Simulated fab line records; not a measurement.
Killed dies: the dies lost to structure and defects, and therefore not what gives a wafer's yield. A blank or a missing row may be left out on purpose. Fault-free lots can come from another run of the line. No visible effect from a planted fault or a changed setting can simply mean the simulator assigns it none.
2 desks looking at one fault / flow gf180mcu / numbers are kept per desk, each desk with only its own; the story behind them comes last

DESK OF THE TOOL OWNER: implanter-02
The tool's own readings at GF_NWELL_IMPLANT_08: means of the sampled wafers that have a number, for each lot that ran on this tool. A lot is out of limits, marked OUT, if its mean lies more than 4 standard deviations from the usual mean; the brackets give that distance.
Columns: A = dose-ions-cm2 at GF_NWELL_IMPLANT_08, usual 1.5001e+13; B = faraday-current-uA at GF_NWELL_IMPLANT_08, usual 84.2
lot=L177; first seen here=day 3 23:14; A=1.5002e+13; B=83.1
lot=L184; first seen here=day 5 08:50; A=1.0242e+13 (-99 or more) OUT; B=56.4 (-16) OUT
lot=L187; first seen here=day 6 01:15; A=1.0234e+13 (-99 or more) OUT; B=56.4 (-16) OUT
lot=L197; first seen here=day 8 11:00; A=1.5008e+13; B=84.9
lot=L198; first seen here=day 8 13:35; A=1.5009e+13; B=83.5
This desk's finding: out of limits on L184, L187; first on L184, day 5 08:50 (dose-ions-cm2 at GF_NWELL_IMPLANT_08). L177, L197, L198 stayed within limits.

METROLOGY DESK
Lot by lot, what the gauges showed, no matter which tool ran the lot: averages of those sampled wafers that carry a number. A lot is out of limits, marked OUT, if its mean lies more than 4 standard deviations from the usual mean; the brackets give that distance.
Columns: A = NWELL_TW at GF_NWELL_TW_MEAS_11, usual 1565; B = MVSD_OVL at GF_MVSD_OVL_MEAS_07, usual 0.7 nm; C = MVPSD_OVL at GF_MVPSD_OVL_MEAS_07, usual 1.0 nm; D = NWELL_RS at GF_VT_IMPLANT_RS_MEAS_47, usual 487.3 ohm/sq
lot=L175; first seen here=day 3 10:09; A=1580; B=0.4; C=2.5; D=488.9
lot=L177; first seen here=day 3 23:38; A=1561; B=-0.2; C=0.4; D=488.5
lot=L179; first seen here=day 4 08:17; A=1563; B=2.3; C=0.7; D=486.7
lot=L184; first seen here=day 5 09:14; A=1397 (-13) OUT; B=2.6; C=2.4; D=597.2 (+69) OUT
lot=L185; first seen here=day 5 14:30; A=1542; B=-0.5; C=0.6; D=490.8
lot=L187; first seen here=day 6 01:39; A=1402 (-13) OUT; B=0.2; C=-0.4; D=595.2 (+67) OUT
lot=L188; first seen here=day 6 05:23; A=1589; B=0.2; C=0.7; D=489.5
lot=L189; first seen here=day 6 11:39; A=1558; B=2.1; C=0.8; D=487.7
lot=L191; first seen here=day 6 23:48; A=1579; B=0.4; C=1.0; D=486.7
lot=L196; first seen here=day 8 04:54; A=1570; B=0.6; C=1.4; D=485.1
lot=L197; first seen here=day 8 11:22; A=1551; B=0.6; C=1.2; D=490.4
lot=L198; first seen here=day 8 13:59; A=1563; B=1.5; C=0.5; D=486.5
This desk reports L184, L187 out of limits; the earliest was L184 at day 5 09:14 (NWELL_TW at GF_NWELL_TW_MEAS_11). L175, L177, L179, L185, L188, L189, L191, L196, L197, L198 stayed within limits.

PUT TOGETHER
At day 5 08:50, on L184, L187, the tool owner's desk was in a position to raise an alarm.
L184, L187 would have let the metrology desk raise an alarm at day 5 09:14.
Of the lots named, all ran GF_NWELL_IMPLANT_08 on implanter-02.

WHAT THE SIMULATOR HAD PUT IN
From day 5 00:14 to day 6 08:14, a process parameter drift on implanter-02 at GF_NWELL_IMPLANT_08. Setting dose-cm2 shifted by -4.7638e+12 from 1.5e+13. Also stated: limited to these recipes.
Shown lots that were struck: L184, L187.
Counting hours from when the fault started, the first reading out of limits came at 9 for the tool owner's desk and at 9 for the metrology desk.
